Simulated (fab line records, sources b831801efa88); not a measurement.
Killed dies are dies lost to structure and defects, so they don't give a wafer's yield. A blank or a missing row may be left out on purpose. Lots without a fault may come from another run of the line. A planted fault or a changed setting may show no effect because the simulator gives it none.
A struck lot beside a sound one | flow sky130 | 43 steps out of a route of 708
Sound: wafers L340.1, L340.2, L340.4. Struck: wafer L350.3. (L350.2, L350.6 of the same lot were not struck and are left out.) The cause comes at the end.
At each step with rows: each side's tool, then ch and its chambers, then its first start. Under that, the readings that differ: sound wafers | struck wafers | difference of the means | sigmas: that difference in standard deviations of wafers without a fault.
alike: readings whose means differ by less than 2 such deviations, and words and numbers that are the same on both sides. not compared: withheld readings, readings that some wafer has no value for, bounds like >300 that may hide the same value, and numbers for which the record gives no deviation and whose values overlap.
The two part at a step that has a row with sigmas, a row that says differs or no value, or rows on one side only. Numbers that don't overlap but have no deviation are shown without sigmas and don't part them. A reading that every wafer of one side lacks parts them only if that side has two wafers or more.

first, 1 step without rows for these wafers: SKY_VIA4_DEVELOP_10 (develop time 60 s).
SKY_VIA4_OVL_MEAS_11:
  sound on overlay-02, day 43 07:16; struck on overlay-01, day 46 07:47
  reading       | sound         | struck | difference | sigmas
  VIA4_OVL (nm) | -0.3 0.1 -0.7 | -3.1   | -2.8       | -2
SKY_VIA4_ETCH_12: etches SiO2 in C4F8/O2/Ar, stops on TiN, target depth 580 nm.
  sound on rie_diel-02 ch 1,3, day 43 07:19; struck on rie_diel-02 ch 0, day 46 07:49
  alike: oes_product_au
then, 6 steps without rows for these wafers: SKY_VIA4_STRIP_13 (strips in O2/N2); SKY_VIA4_STRIP_14 (strips in post etch residue remover, time 1200 s); SKY_VIA4_CLEAN_15 (cleans in IPA, time 180 s); SKY_VIA4_CLEAN_16 (cleans in O3/DIW); SKY_VIA4_SPUTTER_17 (material TiN, target thk 20 nm, time 80 s); SKY_VIA4_CVD_18 (deposits W, target thk 505 nm, time 152.14 s).
SKY_VIA4_RS_MEAS_19: measures by four-point-probe.
  sound on film_metro-03, day 43 08:16; struck on film_metro-04, day 46 08:42
  alike: VIA4_W_RS
SKY_VIA4_THK_MEAS_20: measures by xrf.
  sound on film_metro-03, day 43 08:23; struck on film_metro-04, day 46 08:49
  alike: VIA4_W_THK
SKY_VIA4_CMP_21: polishes, stops on SiO2, t overpolish 25 s, target thk 0 nm.
  sound on cmp-01 ch 0,1,2, day 43 08:29; struck on cmp-01 ch 3, day 46 08:52
  alike: motor_current_A, overpolish_run_s, slurry_filter_dp_kPa, time_to_endpoint_s
SKY_METAL5_SPUTTER_00: material Ti, target thk 15 nm, time 10 s.
  sound on pvd_sputter-04, day 43 08:44; struck on pvd_sputter-01, day 46 09:10
  alike: throttle_valve_pct
then, 4 steps without rows for these wafers: SKY_METAL5_SPUTTER_01 (material TiN, target thk 20 nm, time 16.7 s); SKY_METAL5_SPUTTER_02 (material AlCu, target thk 1150 nm, time 61.2 s); SKY_METAL5_SPUTTER_03 (material Ti, target thk 5 nm, time 3.3 s); SKY_METAL5_SPUTTER_04 (material TiN, target thk 70 nm, time 58.3 s).
SKY_METAL5_RS_MEAS_05: measures by four-point-probe.
  sound on film_metro-02, day 43 08:55; struck on film_metro-03, day 46 09:21
  reading                 | sound                   | struck  | difference | sigmas
  METAL5_ALCU_RS (ohm/sq) | 0.02656 0.02722 0.02717 | 0.02757 | +0.00059   | +2
SKY_METAL5_THK_MEAS_06: measures by xrf.
  sound on film_metro-02, day 43 09:02; struck on film_metro-03, day 46 09:28
  reading              | sound          | struck | difference | sigmas
  METAL5_ALCU_THK (nm) | 1164 1123 1133 | 1111   | -29        | -2
then, 8 steps without rows for these wafers: SKY_METAL5_DEHYDRATE_07 (time 60 s); SKY_METAL5_HMDS_08 (prime time 60 s); SKY_METAL5_COAT_09 (resist thk 1800 nm); SKY_METAL5_SOFTBAKE_10 (time 60 s); SKY_METAL5_EXPOSE_11 (exposes mask MM5, target cd 1600 nm); SKY_METAL5_PEB_12; SKY_METAL5_DEVELOP_13 (develop time 60 s); SKY_METAL5_DESCUM_14 (chemistry O2, time 11 s).
SKY_METAL5_METAL_ETCH_15: etches the open film in Cl2/BCl3, stops on SiO2, target depth 1260 nm, time 252 s.
  sound on rie_metal-04 ch 0,1, day 44 07:18; struck on rie_metal-03 ch 1, day 47 05:37
  reading                | sound                | struck | difference | sigmas
  throttle_valve_pct (%) | 22.272 22.267 22.265 | 22.250 | -0.018     | -2
  alike: drypump_motor_current_A, oes_product_au
  not compared: rf_hours_counter_h
SKY_METAL5_STRIP_16: strips in O2/N2.
  sound on plasma_asher-02 ch 0,1, day 44 07:32; struck on plasma_asher-02 ch 1, day 47 05:52
  alike: drypump_motor_current_A, oes_product_au, strip_time_to_endpoint_s
  not compared: rf_hours_counter_h
then, 4 steps without rows for these wafers: SKY_METAL5_STRIP_17 (strips in post etch residue remover, time 1200 s); SKY_METAL5_CLEAN_18 (cleans in IPA, time 180 s); SKY_METAL5_CLEAN_19 (cleans in O3/DIW); SKY_PASSIVATION_CVD_00 (deposits SiO2, target thk 90 nm).
SKY_PASSIVATION_THK_MEAS_01:
  sound on film_metro-04, day 44 08:14; struck on film_metro-04, day 47 06:31
  alike: PASSIVATION_CVD_00_THK
SKY_PASSIVATION_CVD_02: deposits Si3N4, target thk 540 nm.
  sound on pecvd-04 ch 0,2, day 44 08:17; struck on pecvd-03 ch 2, day 47 06:34
  alike: heater_power_w
SKY_PASSIVATION_THK_MEAS_03:
  sound on film_metro-01, day 44 08:31; struck on film_metro-02, day 47 06:48
  alike: PASSIVATION_CVD_02_THK
then, 6 steps without rows for these wafers: SKY_PASSIVATION_DEHYDRATE_04 (time 60 s); SKY_PASSIVATION_HMDS_05 (prime time 60 s); SKY_PASSIVATION_COAT_06 (resist thk 3000 nm); SKY_PASSIVATION_SOFTBAKE_07; SKY_PASSIVATION_EXPOSE_08 (exposes mask NSM, target cd 3000 nm); SKY_PASSIVATION_PEB_09.
SKY_PAD_OPEN_PROBE_99:
  sound on prober-01, day 46 05:44; struck on prober-01, day 48 23:19
  reading                               | sound               | struck | difference | sigmas
  defect_limited_yield (%)              | 83.7 84.6 87.4      | 76.6   | -8.6       | -4
  killed_at_M4_up                       | 4 3 4               | 51     | +47        | +28
  killed_at_contacts                    | 31 21 15            | 10     | -12        | -2
  killed_dies                           | 80 76 62            | 115    | +42        | +4
  sort_bin_3_pad_short (%)              | 0.6 0.8 0.6         | 2.6    | +1.9       | +4
  sort_bin_5_function (%)               | 11.8 9.6 6.3        | 14.0   | +4.8       | +3
  sort_n_pass                           | 412 416 430         | 377    | -42        | -4
  sort_yield_pct (%)                    | 83.7 84.6 87.4      | 76.6   | -8.6       | -4
  model.etest.tester.sort_n_pass        | 412 416 430         | 377    | -42        |
  model.etest.tester.sort_yield_pct (%) | 83.74 84.55 87.4    | 76.63  | -8.60      |
  model.etest.tester.sort_bin_5_pct (%) | 11.79 9.553 6.301   | 14.02  | +4.81      |
  model.etest.tester.sort_bin_6_pct (%) | 3.862 5.081 5.691   | 6.707  | +1.829     |
  model.etest.tester.sort_bin_3_pct (%) | 0.6098 0.813 0.6098 | 2.642  | +1.964     |
  alike: killed_at_M0_to_M3, killed_at_front_end, killed_at_other, killed_open, killed_short, sort_bin_6_memory

WHERE THEY PART
First at SKY_VIA4_OVL_MEAS_11; last, within this record, at SKY_PAD_OPEN_PROBE_99.

WHY: what the simulator had put in
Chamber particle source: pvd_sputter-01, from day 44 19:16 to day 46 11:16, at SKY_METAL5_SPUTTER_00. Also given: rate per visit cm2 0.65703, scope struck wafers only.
